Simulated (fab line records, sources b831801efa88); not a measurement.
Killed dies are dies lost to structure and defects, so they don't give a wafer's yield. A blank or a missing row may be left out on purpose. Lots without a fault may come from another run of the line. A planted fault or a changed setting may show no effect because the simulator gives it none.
fab line records | flow sky130
record lots=6 wafers=18 last_day=49
route steps=708 shown FIELD_ISO@30 NWELL@32 DNWELL@35 PWDE@45 PAD_OPEN@708
lots that met no fault: from a run of the same line without faults
start_h: hours from the record's first day to the start of the lot's first wafer shown | wait_h: hours since the lot's step before | " the same as in the row above | L1.1+2: a row that stands for several wafers | - no value, or no start given | * or withheld: withheld | < > ~ a bound
route shown NAME@n: a module of which the file shows steps, and the number in the route of the first | usual: mean/standard deviation of fault-free wafers | same: alike in all rows | chamber/n: place in a boat | sites: the reading at each site | _std_site: their standard deviation | _edge_site: outer sites' mean less inner sites' | radius_mm: how far each site lies from the wafer's centre | mask NAME#n: copy n | behind: the tool/chamber that last shaped the wafer | hold: why the lot was held/for how many hours/how that ended | device: the transistor (n, p or np) that didn't switch | end of line: the same wafers' tests at the end of the route | a step without rows: its recipe alone | killed: dies lost to structure and defects at the first sort, not the wafer's yield | map: a wafer's dies, x killed, . not, _ none there
set.NAME: the setting as run; set.NAME@STEP: as run at that earlier step | model.NAME: the simulator's own value behind a step, which no gauge read
lots at some steps of the route; a table a step, a row a wafer
services: from which hour (start_h, from the record's first day; less than 0 if before it) a tool's chamber was out of use, for how many hours, and why
## steps
# step SKY_FIELD_ISO_WET_ETCH_29
# recipe chemistry=H3PO4 target_depth_nm=160 target=Si3N4 temp_c=160 time_s=1825
# step SKY_FIELD_ISO_WET_ETCH_30
# recipe chemistry=dHF target_depth_nm=25 target=SiO2 dilution=10:1 temp_c=25 time_s=50
# step SKY_NWELL_CLEAN_00
# recipe chemistry=SC1/SC2 mix=1:4:20 temp_c=70 time_s=150 dry=n2_spin
# step SKY_NWELL_OXIDATION_01
# recipe temp_c=900 ambient=O2 stabilise_s=600 purge_s=300 target_thk_a=100 ox_time_s=1418
# step SKY_NWELL_THK_MEAS_02
# recipe reads=SiO2_of_NWELL_OXIDATION_01
# usual NWELL_OXIDATION_THK=10.11/0.17
# columns lot.wafer tool chamber start_h wait_h NWELL_OXIDATION_THK[nm]
L493.2 film_metro-03 - 57.55 0.0 9.84
L493.4 " - " " 9.97
L493.5 " - " " 9.99
L497.1 film_metro-02 - 78.19 0.0 10.22
L497.2 " - " " 10.21
L497.5 " - " " 10.40
L500.2 film_metro-03 - 99.18 0.0 10.29
L500.4 " - " " 10.41
L500.5 " - " " 10.28
L503.1 film_metro-02 - 107.77 0.0 9.91
L503.2 " - " " 10.03
L503.6 " - " " 9.86
L508.1 film_metro-02 - 136.10 0.0 10.04
L508.3 " - " " 10.02
L508.4 " - " " 10.18
L509.2 film_metro-01 - 139.92 0.0 10.44
L509.3 " - " " 10.25
L509.5 " - " " 10.30
# step SKY_DNWELL_DEHYDRATE_00
# recipe temp_c=200 time_s=60
# step SKY_DNWELL_HMDS_01
# recipe prime_time_s=60 prime_temp_c=120
# step SKY_DNWELL_COAT_02
# recipe spin_rpm=2000 resist_thk_nm=3000
# step SKY_DNWELL_SOFTBAKE_03
# recipe temp_c=110 time_s=withheld
# step SKY_DNWELL_EXPOSE_04
# recipe mask_id=DNM na=0.57 target_cd_nm=3000 dose_mj=222
# step SKY_DNWELL_PEB_05
# recipe temp_c=115 time_s=withheld
# step SKY_DNWELL_DEVELOP_06
# recipe wall_angle_deg=90 developer=TMAH develop_time_s=60 dev_temp_c=23
# step SKY_DNWELL_IMPLANT_07
# recipe species=P energy_kev=withheld dose_cm2=withheld tilt_deg=withheld
# columns lot.wafer tool chamber start_h wait_h
L493.2+4+5 implanter-03 0 74.22 -
L497.1+2+5 implanter-04 0 94.89 -
L500.2+4+5 implanter-03 0 116.65 -
L503.1+2+6 implanter-01 0 125.54 -
L503.1+2+6 implanter-01 0 125.86 0.3
L508.1+3+4 implanter-04 0 155.67 -
L509.2+3+5 implanter-03 0 160.17 -
L509.2+3+5 implanter-03 0 160.48 0.3
# step SKY_DNWELL_STRIP_08
# recipe chemistry=O2/N2 power_w=1400 pressure_mtorr=1500 platen_temp_c=withheld o2_flow_sccm=3000 n2_flow_sccm=300 overash_fraction=0.5
# usual drypump_motor_current_A=5.42/0.29 oes_product_au=0.722/0.0044 strip_time_to_endpoint_s=36.91/0.11
# columns lot.wafer tool chamber start_h wait_h drypump_motor_current_A oes_product_au rf_hours_counter_h strip_time_to_endpoint_s
L493.2 plasma_asher-01 0 74.34 0.1 5.90 0.728 37 36.89
L493.4 " 0 " " 5.90 0.724 - 36.77
L493.5 " 0 " " 5.89 0.716 - 36.80
L497.1 plasma_asher-04 0 95.04 0.1 5.54 0.724 41 36.87
L497.2 " 1 " " 5.49 0.722 41 36.94
L497.5 " 1 " " 5.50 0.729 - 36.92
L500.2 plasma_asher-02 0 116.77 0.1 5.11 0.722 45 37.14
L500.4 " 0 " " 5.10 0.721 - 37.21
L500.5 " 1 " " 5.01 0.721 - 37.15
L503.1 plasma_asher-04 0 126.01 0.1 5.58 0.720 1 36.92
L503.2 " 1 " " 5.54 0.721 1 36.88
L503.6 " 0 " " 5.58 0.732 - 36.84
L508.1 plasma_asher-04 0 155.82 0.1 5.55 0.721 4 36.98
L508.3 " 1 " " 5.49 0.727 - 36.96
L508.4 " 0 " " 5.57 0.721 - 36.93
L509.2 plasma_asher-04 0 160.61 0.1 5.56 0.725 4 36.71
L509.3 " 1 " " 5.50 0.728 - 36.74
L509.5 " 1 " " 5.52 0.722 - 36.85
# step SKY_DNWELL_TW_MEAS_09
# usual DNWELL_TW=1108/6.1
# columns lot.wafer tool chamber start_h wait_h DNWELL_TW
L493.2 film_metro-03 - 74.45 0.1 1092
L493.4 " - " " 1108
L493.5 " - " " 1104
L497.1 film_metro-03 - 95.14 0.1 1114
L497.2 " - " " 1115
L497.5 " - " " 1118
L500.2 film_metro-02 - 116.88 0.1 1108
L500.4 " - " " 1104
L500.5 " - " " 1104
L503.1 film_metro-01 - 126.11 0.1 1379
L503.2 " - " " 1388
L503.6 " - " " 1384
L508.1 film_metro-03 - 155.92 0.1 1106
L508.3 " - " " 1106
L508.4 " - " " 1106
L509.2 film_metro-03 - 160.72 0.1 1385
L509.3 " - " " 1386
L509.5 " - " " 1394
# step SKY_PWDE_DEHYDRATE_00
# recipe temp_c=200 time_s=60
# step SKY_PAD_OPEN_PROBE_99
# usual killed_at_M0_to_M3=44/7.8 killed_at_M4_up=3.1/1.7 killed_at_contacts=25/5.1 killed_at_front_end=15/4.4 killed_at_other=0.5/0.68 killed_dies=88/9.9 killed_on_rim=17/3.9 killed_open=48/6.9 killed_short=39/6.5
# same gross_dies=492 killed_at_back_side=0
# columns lot.wafer tool chamber start_h wait_h killed_at_M0_to_M3 killed_at_M4_up killed_at_contacts killed_at_front_end killed_at_other killed_dies killed_on_rim killed_open killed_short model.etest.res_deep_nwell.rs_ohm_sq model.etest.res_pwde_under_gate.rs_ohm_sq model.etest.res_deep_nwell.line_ohm_um model.etest.res_pwell_under_gate.rs_ohm_sq
L493.2 prober-02 - 1094.41 0.1 45 2 25 10 1 83 19 48 35 2191 6149 725.7 2252
L493.4 prober-02 - 1094.51 0.2 45 2 22 16 0 85 16 49 36 2155 6127 725.4 2249
L493.5 prober-02 - 1094.56 0.2 53 2 23 19 2 99 23 61 38 2162 6143 717 2275
L497.1 prober-02 - 1119.94 0.1 48 4 21 11 0 84 14 47 37 2255 6184 751.4 2274
L497.2 prober-02 - 1119.99 0.1 49 4 21 18 0 92 22 52 38 2218 6204 730.6 2298
L497.5 prober-02 - 1120.14 0.2 29 3 32 17 0 81 17 48 33 2227 6145 738.8 2284
L500.2 prober-02 - 1145.57 0.1 59 1 19 7 1 87 27 48 39 2222 6187 734.6 2302
L500.4 prober-02 - 1145.67 0.2 33 2 22 7 1 65 10 35 29 2249 6205 751 2272
L500.5 prober-02 - 1145.72 0.2 38 1 20 17 0 76 12 45 31 2235 6198 744.9 2279
L503.1 prober-02 - 1151.56 0.1 40 4 16 18 0 78 11 44 34 1250 6527 420.9 2343
L503.2 prober-02 - 1151.61 0.1 49 1 7 14 0 71 9 45 26 1250 6547 415.9 2336
L503.6 prober-02 - 1151.81 0.2 43 5 17 15 0 80 20 51 28 1241 6482 418.8 2340
L508.1 prober-02 - 1181.80 0.1 47 4 21 7 1 80 13 41 39 2147 6128 715 2286
L508.3 prober-02 - 1181.90 0.2 55 3 21 13 2 94 15 52 41 2149 6181 728.8 2271
L508.4 prober-02 - 1181.95 0.2 48 2 25 14 0 89 19 48 41 2144 6202 720.2 2276
L509.2 prober-01 - 1181.85 0.1 46 4 21 21 0 92 21 52 40 1216 6615 409.3 2318
L509.3 prober-01 - 1181.90 0.2 37 2 25 12 2 78 16 48 28 1226 6606 407.8 2327
L509.5 prober-01 - 1182.00 0.2 53 3 19 13 1 89 23 54 34 1219 6567 407.8 2322
# killed by level:class
L493.2 VIA1:geometric_particle:open=12 CONTACT:geometric_particle:open=11 LI_CONTACT:geometric_particle:open=7 VIA3:geometric_particle:open=6 METAL3:geometric_particle:short=6 POLY_GATE:geometric_particle:open=4 VIA2:geometric_particle:open=4 METAL1:geometric_particle:short=4
L493.4 VIA1:geometric_particle:open=9 CONTACT:geometric_particle:open=8 VIA2:geometric_particle:open=8 VIA3:geometric_particle:open=8 METAL2:geometric_particle:short=6 FIELD_ISO:geometric_particle:short=5 LI_CONTACT:geometric_particle:open=5 FIELD_ISO:geometric_particle:open=4
L493.5 VIA1:geometric_particle:open=16 CONTACT:geometric_particle:open=9 VIA2:geometric_particle:open=9 VIA3:geometric_particle:open=6 FIELD_ISO:geometric_particle:open=5 LOCAL_INTERCONNECT:geometric_particle:short=5 VIA2:geometric_particle:short=5 METAL3:geometric_particle:short=5
L497.1 CONTACT:geometric_particle:open=11 VIA1:geometric_particle:open=7 VIA2:geometric_particle:open=7 LI_CONTACT:geometric_particle:open=5 METAL1:geometric_particle:short=5 METAL2:geometric_particle:open=5 METAL2:geometric_particle:short=5 VIA3:geometric_particle:short=5
L497.2 VIA1:geometric_particle:open=11 CONTACT:geometric_particle:open=10 VIA3:geometric_particle:open=7 FIELD_ISO:geometric_particle:short=5 LI_CONTACT:geometric_particle:open=5 METAL1:geometric_particle:short=5 VIA2:geometric_particle:open=5 METAL2:geometric_particle:short=4
L497.5 CONTACT:geometric_particle:open=12 LI_CONTACT:geometric_particle:open=9 VIA1:geometric_particle:open=9 VIA3:geometric_particle:open=6 FIELD_ISO:geometric_particle:short=5 LOCAL_INTERCONNECT:geometric_particle:short=5 CONTACT:geometric_particle:short=5 METAL2:geometric_particle:short=5
L500.2 VIA1:geometric_particle:open=15 VIA3:geometric_particle:open=12 METAL1:geometric_particle:short=8 CONTACT:geometric_particle:open=8 VIA1:geometric_particle:short=6 METAL2:geometric_particle:short=5 LI_CONTACT:geometric_particle:open=4 CONTACT:geometric_particle:short=4
L500.4 CONTACT:geometric_particle:open=7 VIA1:geometric_particle:open=7 LI_CONTACT:geometric_particle:open=6 METAL2:geometric_particle:short=5 VIA1:geometric_particle:short=4 VIA3:geometric_particle:open=4 LI_CONTACT:geometric_particle:short=3 CONTACT:geometric_particle:short=3
L500.5 VIA1:geometric_particle:open=10 CONTACT:geometric_particle:open=8 FIELD_ISO:geometric_particle:open=7 VIA3:geometric_particle:open=7 VIA2:geometric_particle:open=5 METAL2:geometric_particle:short=5 CONTACT:geometric_particle:short=4 VIA1:geometric_particle:short=4
L503.1 VIA2:geometric_particle:open=9 CONTACT:geometric_particle:open=8 VIA1:geometric_particle:open=8 METAL1:geometric_particle:short=6 POLY_GATE:geometric_particle:short=5 POLY_GATE:geometric_particle:open=5 VIA1:geometric_particle:short=5 VIA3:geometric_particle:open=5
L503.2 VIA3:geometric_particle:open=11 VIA1:geometric_particle:open=10 FIELD_ISO:geometric_particle:open=7 METAL2:geometric_particle:short=5 VIA2:geometric_particle:open=5 CONTACT:geometric_particle:open=4 METAL3:geometric_particle:short=4 VIA3:geometric_particle:short=4
L503.6 VIA1:geometric_particle:open=15 VIA3:geometric_particle:open=8 LI_CONTACT:geometric_particle:open=7 METAL2:geometric_particle:short=6 POLY_GATE:geometric_particle:short=5 CONTACT:geometric_particle:open=5 VIA2:geometric_particle:open=5 POLY_GATE:geometric_particle:open=4
L508.1 METAL2:geometric_particle:short=9 VIA1:geometric_particle:open=8 LI_CONTACT:geometric_particle:open=7 VIA2:geometric_particle:open=7 LOCAL_INTERCONNECT:geometric_particle:short=5 CONTACT:geometric_particle:open=5 METAL1:geometric_particle:short=5 VIA3:geometric_particle:open=5
L509.2 VIA1:geometric_particle:open=8 LI_CONTACT:geometric_particle:open=7 VIA3:geometric_particle:open=7 VIA2:geometric_particle:open=6 FIELD_ISO:geometric_particle:short=5 POLY_GATE:geometric_particle:open=5 POLY_CUT:geometric_particle:short=4 METAL2:geometric_particle:open=4
L508.3 VIA1:geometric_particle:open=13 METAL1:geometric_particle:short=9 VIA3:geometric_particle:short=7 CONTACT:geometric_particle:open=7 VIA2:geometric_particle:open=7 VIA3:geometric_particle:open=7 LI_CONTACT:geometric_particle:open=6 FIELD_ISO:geometric_particle:open=5
L509.3 VIA1:geometric_particle:open=9 LI_CONTACT:geometric_particle:open=8 CONTACT:geometric_particle:open=8 VIA2:geometric_particle:open=6 CONTACT:geometric_particle:short=6 VIA1:geometric_particle:short=6 VIA3:geometric_particle:open=6 FIELD_ISO:geometric_particle:open=4
L508.4 VIA1:geometric_particle:open=13 CONTACT:geometric_particle:open=7 METAL2:geometric_particle:short=7 FIELD_ISO:geometric_particle:open=6 LOCAL_INTERCONNECT:geometric_particle:short=6 VIA1:geometric_particle:short=6 VIA2:geometric_particle:open=5 METAL1:geometric_particle:short=5
L509.5 VIA2:geometric_particle:open=12 VIA3:geometric_particle:open=10 CONTACT:geometric_particle:open=10 VIA1:geometric_particle:open=9 METAL1:geometric_particle:short=8 POLY_GATE:geometric_particle:open=6 LI_CONTACT:geometric_particle:open=4 METAL2:geometric_particle:short=4
## services
# columns tool chamber start_h hours kind
implanter-04 - 69.04 1.7 repair
plasma_asher-04 - 108.75 9.0 pm
plasma_asher-04 0 108.75 9.0 vent_cycle
plasma_asher-04 1 108.75 9.0 vent_cycle
plasma_asher-04 0 117.75 - clean
plasma_asher-04 1 117.75 - clean
implanter-04 - 130.90 5.0 repair
implanter-01 - 137.83 1.7 repair
plasma_asher-01 - 139.17 2.2 repair
## key
first_sign step=SKY_DNWELL_IMPLANT_07 reading=visit direction=added
effect step=SKY_DNWELL_TW_MEAS_09 reading=DNWELL_TW direction=up sigmas=46 usual=1108 struck=1386
model_effect step=SKY_PAD_OPEN_PROBE_99 value=etest.res_deep_nwell.rs_ohm_sq without=2202 struck=1234
met_at SKY_DNWELL_IMPLANT_07
struck_wafers L503.1,L503.2,L503.6,L509.2,L509.3,L509.5
tester_left_out L503,L509
fault kind=repeated_step_whole tool=implanter-01,implanter-03,implanter-04 chamber=- onset_h=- steps=SKY_DNWELL_IMPLANT_07 times=1 scope=struck_lots_only
# tester_left_out: of these lots the tester's yield and bins aren't shown, on N5 and GAA mostly nor the transistor test; their killed dies are dies lost to structure and defects alone, not to doping, threshold or leakage, so they don't give the yield
